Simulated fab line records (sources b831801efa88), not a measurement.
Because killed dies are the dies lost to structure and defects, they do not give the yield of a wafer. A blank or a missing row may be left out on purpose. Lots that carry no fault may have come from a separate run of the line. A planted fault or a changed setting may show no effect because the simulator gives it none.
Problem report in the 8D (eight disciplines) form, filled by code || flow gf180mcu || the parts of the form that need people (team, actions taken, sign-off) are left out

1. THE PROBLEM
Mean of time_to_endpoint_s at GF_V3_CMP_26: 47 s across 2 wafers in 2 lots; on wafers with no fault it is 86 s (standard deviation 4). Relative to the usual mean, that is a shift of -9.8 standard deviations.
The step: polishes, stops on SiO2, t overpolish 15 s, target thk 0 nm.
Seen first at day 27 01:40 on cmp-01, wafer L771.4. At this step, 36 wafers from 12 lots have a number in the record. Rule for "out" (also "out of limits"): further than 4 standard deviations from the usual mean. Any other wafer with a number is counted as sound.

2. WHAT IT IS AND WHAT IT IS NOT
{"question": "which readings at this step", "is": "time_to_endpoint_s", "is not": "motor_current_A, overpolish_run_s, slurry_filter_dp_kPa"}
{"question": "which lots", "is": "L771, L773", "is not": "L757, L758, L759, L760, L761, L762, L763, L767, L769, L776"}
{"question": "which wafers of those lots", "is": "L771.4, L773.6", "is not": "L771.3, L771.5, L773.2, L773.5"}
{"question": "read on which tools", "is": "cmp-01", "is not": "cmp-02"}
{"question": "when", "is": "from day 27 01:40", "is not": "up to then (29 sound wafers); but 5 sound wafers of L773, L776 came after"}

3. SUSPECTS, AND WHAT RULES EACH OUT
Counting: if a tool at a process step up to the reading ran every lot that is out, it stays a suspect. Sound lots after the first of them don't rule it out here, since some wafers of a struck lot are sound.
- cmp-01 at GF_V3_CMP_26 (polishes, stops on SiO2, t overpolish 15 s, target thk 0 nm): kept. It processed each lot that is out (first: L771, day 27 01:40); up to then, its last sound lot is L763 (day 24 01:40). Out on those wafers are its own readings of time_to_endpoint_s.
- Within cmp-01 at GF_V3_CMP_26: the wafers that are out ran in chamber 1; their sound lot-mates ran in chambers 0, 2, 3.
The count leaves cmp-01 at GF_V3_CMP_26.

4. THE CAUSE (what the simulator had put in)
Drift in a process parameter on cmp-01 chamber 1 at GF_V3_CMP_26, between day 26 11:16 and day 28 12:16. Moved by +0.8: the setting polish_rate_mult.
This tool alone remained once counting was done.

5. THE CHAIN OF EFFECTS, in route order
Each row: a reading whose mean over the struck wafers that have a number lies more than 3 standard deviations from the usual. Scope: only readings with a usual standard deviation given in the record; hours: median across lots of the time from each lot's start at the first step in this table that gives one to its start at this step; sigmas: change in usual standard deviations.
{"hours": 0, "step": "GF_V3_CMP_26", "reading": "time_to_endpoint_s", "usual": "86 s", "on struck wafers": 47, "change": -39, "sigmas": -9.8}
Its process steps:
- GF_V3_CMP_26: polishes, stops on SiO2, t overpolish 15 s, target thk 0 nm.

6. HOW IT WOULD HAVE BEEN CAUGHT EARLIER
First out-of-limits reading in this record: day 27 01:40, which is 14 hours after fault onset at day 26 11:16.
